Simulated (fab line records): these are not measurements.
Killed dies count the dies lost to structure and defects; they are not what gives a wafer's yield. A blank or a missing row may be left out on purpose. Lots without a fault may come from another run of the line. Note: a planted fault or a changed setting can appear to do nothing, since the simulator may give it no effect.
Matching of chambers || flow sky130 || SKY_VIA3_ETCH_14 on rie diel-01 has 4 sister chambers
The step etches BARC in N2/H2, stops on SiO2, time 45.9 s, target depth 60 nm. 4 wafers are shown with their chamber, then 9 later ones without.

WAFERS PAIRED WITH THEIR CHAMBERS
{"wafer": "L080.3", "chamber": 0, "drypump motor current A (A)": 4.8}
{"wafer": "L080.6", "chamber": 2, "drypump motor current A (A)": 5.1}
{"wafer": "L082.1", "chamber": 1, "drypump motor current A (A)": 6.1}
{"wafer": "L082.5", "chamber": 3, "drypump motor current A (A)": 6.0}

WAFERS WITH NO CHAMBER GIVEN
{"wafer": "L089.1", "drypump motor current A (A)": 6.1}
{"wafer": "L089.2", "drypump motor current A (A)": 5.0}
{"wafer": "L089.3", "drypump motor current A (A)": 6.0}
{"wafer": "L089.4", "drypump motor current A (A)": 4.8}
{"wafer": "L089.5", "drypump motor current A (A)": 6.1}
{"wafer": "L089.6", "drypump motor current A (A)": 5.0}
{"wafer": "L092.1", "drypump motor current A (A)": 5.0}
{"wafer": "L092.3", "drypump motor current A (A)": 6.1}
{"wafer": "L092.5", "drypump motor current A (A)": 6.1}

EACH ONE'S CHAMBER
{"wafer": "L089.1", "from the rows above": "can't be placed: 1 or 3", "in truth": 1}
{"wafer": "L089.2", "from the rows above": "can't be placed: 2 or 0", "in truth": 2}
{"wafer": "L089.3", "from the rows above": "can't be placed: 3 or 1", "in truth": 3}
{"wafer": "L089.4", "from the rows above": 0, "in truth": 0}
{"wafer": "L089.5", "from the rows above": "can't be placed: 1 or 3", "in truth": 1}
{"wafer": "L089.6", "from the rows above": "can't be placed: 2 or 0", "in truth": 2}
{"wafer": "L092.1", "from the rows above": "can't be placed: 2 or 0", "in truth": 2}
{"wafer": "L092.3", "from the rows above": "can't be placed: 1 or 3", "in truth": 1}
{"wafer": "L092.5", "from the rows above": "can't be placed: 1 or 3", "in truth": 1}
1 of 9 placed correctly. These rows do not allow placing 8 (true chamber among the candidates in 8). 0 placed wrongly.
How it was worked out, from the rows above alone: a wafer's distance from a chamber is the root of the sum, over the readings, of the square of ((its reading less the chamber's mean) divided by the reading's scatter). The wafer belongs to the nearest chamber; if the next one is less than 2 further off, it can't be placed. For every chamber, the mean is computed from those of its wafers that are shown. The scatter: root of mean squared gap, hidden wafer to nearest shown wafer, with one shown wafer a chamber.
